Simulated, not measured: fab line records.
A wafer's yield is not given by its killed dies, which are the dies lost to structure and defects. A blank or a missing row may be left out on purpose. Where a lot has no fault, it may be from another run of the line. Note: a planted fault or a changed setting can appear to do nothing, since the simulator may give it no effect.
Chamber matching + flow gf180mcu + GF_V5_CMP_04 on cmp-01 has 4 sister chambers
The step polishes SiO2. 4 wafers are shown with their chamber, then 7 later ones without.

WAFERS WITH THEIR CHAMBER
| wafer  | chamber | motor-current-A (A) |
|--------|---------|---------------------|
| L676.1 | 2       | 12.3                |
| L676.6 | 0       | 10.6                |
| L682.3 | 1       | 12.4                |
| L682.4 | 3       | 13.9                |

WAFERS WITHOUT THEIR CHAMBER
| wafer  | motor-current-A (A) |
|--------|---------------------|
| L682.6 | 13.7                |
| L684.2 | 13.9                |
| L684.5 | 13.2                |
| L684.6 | 11.9                |
| L686.1 | 12.9                |
| L686.4 | 10.5                |
| L686.5 | 12.8                |

THE CHAMBER EACH PASSED THROUGH
| wafer  | from the rows above          | in truth |
|--------|------------------------------|----------|
| L682.6 | 3                            | 3        |
| L684.2 | 3                            | 3        |
| L684.5 | can't be placed: 3 or 1 or 2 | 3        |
| L684.6 | can't be placed: 2 or 1      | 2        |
| L686.1 | can't be placed: 1 or 2 or 3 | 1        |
| L686.4 | 0                            | 0        |
| L686.5 | can't be placed: 1 or 2 or 3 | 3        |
Correct placement for 3 of the 7. Cannot be placed on the basis of these rows: 4; the candidates contain the true chamber in 4. Placed wrongly: 0.
How it was worked out, from the rows above alone: a wafer's distance from a chamber is the root of the sum, over the readings, of the square of ((its reading less the chamber's mean) divided by the reading's scatter). If the next closest chamber is less than 2 further off than the closest, the wafer can't be placed; otherwise it belongs to the closest. Each chamber's mean is taken over the wafers shown for it. The scatter: with one shown wafer a chamber, the root of the mean of the squares of how far each hidden wafer lies from its nearest shown one.
